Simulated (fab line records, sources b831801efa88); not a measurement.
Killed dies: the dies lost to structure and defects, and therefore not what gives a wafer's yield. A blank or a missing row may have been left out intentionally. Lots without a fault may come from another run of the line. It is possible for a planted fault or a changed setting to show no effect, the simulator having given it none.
A single fault, viewed from 2 desks | flow gf180mcu | only its own numbers are on each desk; what lay behind them is given at the end

== AT THE METROLOGY DESK ==
Lot by lot, what the gauges showed, no matter which tool ran the lot: averages of those sampled wafers that carry a number. A lot is out of limits, marked OUT, if its mean lies more than 4 standard deviations from the usual mean; the brackets give that distance.
Columns: A = V5_BOW at GF_V5_BOW_MEAS_05, usual 134 um
lot  | first seen here | A
L270 | day 26 21:48    | 116
L271 | day 27 06:01    | 127
L272 | day 27 15:42    | 137
L273 | day 28 04:27    | 125
L274 | day 28 08:44    | 122
L275 | day 28 18:35    | 152
L276 | day 28 19:37    | 137
L278 | day 29 12:10    | 134
L282 | day 30 14:46    | 138
L283 | day 30 22:29    | 144
L287 | day 32 00:00    | 128
L290 | day 32 16:40    | 133
L291 | day 32 22:47    | 137
This desk's finding: nothing out of limits on any of the 13 lots.

== TOOL OWNER'S DESK, krf_scanner-02 ==
The tool's own readings at GF_V5_EXPOSE_11 (exposes mask Via5, target cd 260 nm): means of the sampled wafers that have a number, for each lot that ran on this tool. A lot is out of limits, marked OUT, if its mean lies more than 4 standard deviations from the usual mean; the brackets give that distance.
Columns: A = exposure_dose_mJ_cm2 at GF_V5_EXPOSE_11, usual 37.99
lot  | first seen here | A
L273 | day 28 14:37    | 38.03
L276 | day 29 05:22    | 37.98
L278 | day 29 21:43    | 38.45 (+13) OUT
L282 | day 31 00:14    | 38.40 (+12) OUT
L283 | day 31 07:55    | 38.41 (+12) OUT
This desk's verdict: out of limits on L278, L282, L283, starting with L278 at day 29 21:43 (exposure_dose_mJ_cm2 at GF_V5_EXPOSE_11). L273, L276 stayed within limits.

== TAKEN TOGETHER ==
On L278, L282, L283, at day 29 21:43, an alarm was possible from the tool owner's desk.
Nothing out of limits was seen by the metrology desk.
The metrology desk has L278, L282, L283 on record, within its limits.
Of the lots named, all ran GF_V5_EXPOSE_11 on krf_scanner-02.

== WHAT THE SIMULATOR HAD PUT IN ==
Drift in process parameters on krf_scanner-02 at GF_V5_EXPOSE_11, starting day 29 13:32. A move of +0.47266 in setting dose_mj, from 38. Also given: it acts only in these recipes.
Shown lots that were struck: L278, L282, L283.
Time in hours from fault onset to the first out-of-limits reading at each desk: the tool owner's desk, 8.
